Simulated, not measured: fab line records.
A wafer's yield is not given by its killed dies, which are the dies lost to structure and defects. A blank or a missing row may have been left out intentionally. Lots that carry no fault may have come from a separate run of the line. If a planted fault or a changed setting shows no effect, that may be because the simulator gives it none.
Which of the tools did it? / flow sky130 / 72 wafers sampled from 24 lots at 1 step of a route of 708

WHAT THE GAUGES SHOWED, per wafer
SKY_CONTACT_BOW_MEAS_05. Usual: for CONTACT_BOW the level is 80 um and the standard deviation is 7.3.
lot=L074; measured=day 30 01:27; on=film-metro-01; CONTACT_BOW (um)=68 80 69; flag=
lot=L075; measured=day 30 11:44; on=film-metro-01; CONTACT_BOW (um)=85 81 85; flag=
lot=L076; measured=day 31 20:31; on=film-metro-03; CONTACT_BOW (um)=85 89 77; flag=
lot=L078; measured=day 31 22:23; on=film-metro-03; CONTACT_BOW (um)=81 89 81; flag=
lot=L077; measured=day 31 23:03; on=film-metro-01; CONTACT_BOW (um)=69 60 73; flag=
lot=L079; measured=day 32 00:54; on=film-metro-02; CONTACT_BOW (um)=83 76 86; flag=
lot=L080; measured=day 32 08:45; on=film-metro-01; CONTACT_BOW (um)=76 80 73; flag=
lot=L081; measured=day 33 05:31; on=film-metro-01; CONTACT_BOW (um)=63 79 80; flag=
lot=L082; measured=day 33 06:24; on=film-metro-03; CONTACT_BOW (um)=75 83 85; flag=
lot=L083; measured=day 33 09:41; on=film-metro-02; CONTACT_BOW (um)=79 85 83; flag=
lot=L084; measured=day 33 15:13; on=film-metro-02; CONTACT_BOW (um)=81 86 91; flag=
lot=L085; measured=day 33 23:18; on=film-metro-01; CONTACT_BOW (um)=86 81 79; flag=
lot=L086; measured=day 34 04:01; on=film-metro-03; CONTACT_BOW (um)=75 66 67; flag=
lot=L087; measured=day 34 17:36; on=film-metro-02; CONTACT_BOW (um)=68 85 72; flag=
lot=L088; measured=day 35 01:59; on=film-metro-01; CONTACT_BOW (um)=65 83 74; flag=
lot=L089; measured=day 35 09:21; on=film-metro-02; CONTACT_BOW (um)=86 82 73; flag=
lot=L090; measured=day 35 17:22; on=film-metro-02; CONTACT_BOW (um)=97 86 86; flag=
lot=L091; measured=day 36 02:01; on=film-metro-02; CONTACT_BOW (um)=83 86 85; flag=
lot=L092; measured=day 36 03:34; on=film-metro-02; CONTACT_BOW (um)=84 83 93; flag=
lot=L093; measured=day 36 21:45; on=film-metro-03; CONTACT_BOW (um)=84 82 80; flag=
lot=L094; measured=day 36 23:05; on=film-metro-03; CONTACT_BOW (um)=80 90 77; flag=
lot=L095; measured=day 37 06:10; on=film-metro-01; CONTACT_BOW (um)=81 79 74; flag=
lot=L097; measured=day 38 18:05; on=film-metro-03; CONTACT_BOW (um)=65 82 81; flag=
lot=L096; measured=day 38 20:32; on=film-metro-01; CONTACT_BOW (um)=74 76 69; flag=

WHICH TOOL RAN EACH LOT (tool, then ch and the chambers of the sampled wafers, then the start)
The record holds no process step before these readings.

AS READ BY THE TOOLS THEMSELVES (means over the sampled wafers that have a number; for cases with no such wafer, the mark the record gives instead)
The record holds no such reading with a usual standard deviation.

THE ANSWER, worked out from the rows above alone
Rule: take the mean of a lot's wafers that have a number; if it is more than 3 standard deviations from the usual mean, the lot is off. Also off: a lot with no number at a reading for which 4 or more lots have one. All remaining lots with rows at the step are treated as sound. The gauges are gone through in route order, then the tools' own readings, and for those a lot's mean is taken as printed above. The first step at which some lot is off is used, and at that step the reading that is off furthest; a lot without a number counts as furthest.
No lot is off at any reading shown: from this, nothing can be told.

WHAT WAS PUT IN BY THE SIMULATOR
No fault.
